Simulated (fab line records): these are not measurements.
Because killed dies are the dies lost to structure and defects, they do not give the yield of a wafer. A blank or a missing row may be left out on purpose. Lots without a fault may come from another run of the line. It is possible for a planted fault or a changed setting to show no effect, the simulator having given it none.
What tool caused it? -- flow gf180mcu -- Sampling: 6 lots, 18 wafers, 4 of 602 route steps

WHAT THE GAUGES SHOWED, per wafer
GF_MIM_THK_MEAS_06.
lot,measured,on,MIM_CVD_05_THK (nm)
L891,day 26 01:27,film_metro-02,41.1 41.0 42.4
L895,day 27 10:09,film_metro-04,41.6 42.4 42.4
L898,day 28 06:47,film_metro-02,42.0 43.1 42.8
L900,day 28 21:44,film_metro-02,83.8 86.4 85.0
L902,day 29 06:46,film_metro-04,83.5 84.8 83.8
L906,day 30 12:55,film_metro-04,41.7 42.0 42.6

WHICH TOOL RAN EACH LOT (tool, then ch and the chambers of the sampled wafers, then the start)
lot,GF_MIM_SPUTTER_02,GF_MIM_SPUTTER_03,GF_MIM_CVD_05
L891,"pvd_sputter-04, day 26 01:19","pvd_sputter-04, day 26 01:21","pecvd-02 ch 0,1,2, day 26 01:25"
L895,"pvd_sputter-03, day 27 10:01","pvd_sputter-03, day 27 10:02","pecvd-01 ch 0,1,2, day 27 10:06"
L898,"pvd_sputter-01, day 28 06:40","pvd_sputter-01, day 28 06:42","pecvd-01 ch 0,1,2, day 28 06:46"
L900,"pvd_sputter-01, day 28 21:25","pvd_sputter-01, day 28 21:26","pecvd-01 ch 0,1, day 28 21:30"
L902,"pvd_sputter-04, day 29 06:25","pvd_sputter-04, day 29 06:27","pecvd-01 ch 0,1,2, day 29 06:31"
L906,"pvd_sputter-01, day 30 12:46","pvd_sputter-01, day 30 12:48","pecvd-02 ch 0,2, day 30 12:52"
- GF_MIM_SPUTTER_02: material AlCu, target thk 450 nm, time 23.9 s.
- GF_MIM_SPUTTER_03: material Ti, target thk 10 nm, time 6.7 s.
- GF_MIM_CVD_05: deposits Si3N4, target thk 42 nm, time 29.086 s.

THE ANSWER, worked out from the rows above alone
Rule: what is usual is taken from the lots themselves. The widest of any qualifying gaps counts: lots, ordered by their means at a reading, are off when they make up no more than a third of the lots, leave a main group of 4 or more, and stand apart from it by 3 or more times the standard deviation of that group's means. If all means in a main group match to the digits the tables above print for the reading, that group is not used. A lot without any number at a reading at which 4 lots or more have one is off too. Any other lot the step has rows for is counted as sound.
Off: L900, L902, at GF_MIM_THK_MEAS_06 (MIM_CVD_05_THK). Main group: mean 42.1 nm, sd 0.4.
If a tool, at a process step before that reading, ran all the lots that are off and no sound lot after the first of them, it fits. Gauges at GF_MIM_THK_MEAS_06: tried the same way as those tools. One candidate fits, namely pecvd-01 at GF_MIM_CVD_05. Its last sound lot is L898 (day 28 06:46), its first lot that is off L900 (day 28 21:30): a fault that began between those two fits.

WHAT THE SIMULATOR HAD INSERTED
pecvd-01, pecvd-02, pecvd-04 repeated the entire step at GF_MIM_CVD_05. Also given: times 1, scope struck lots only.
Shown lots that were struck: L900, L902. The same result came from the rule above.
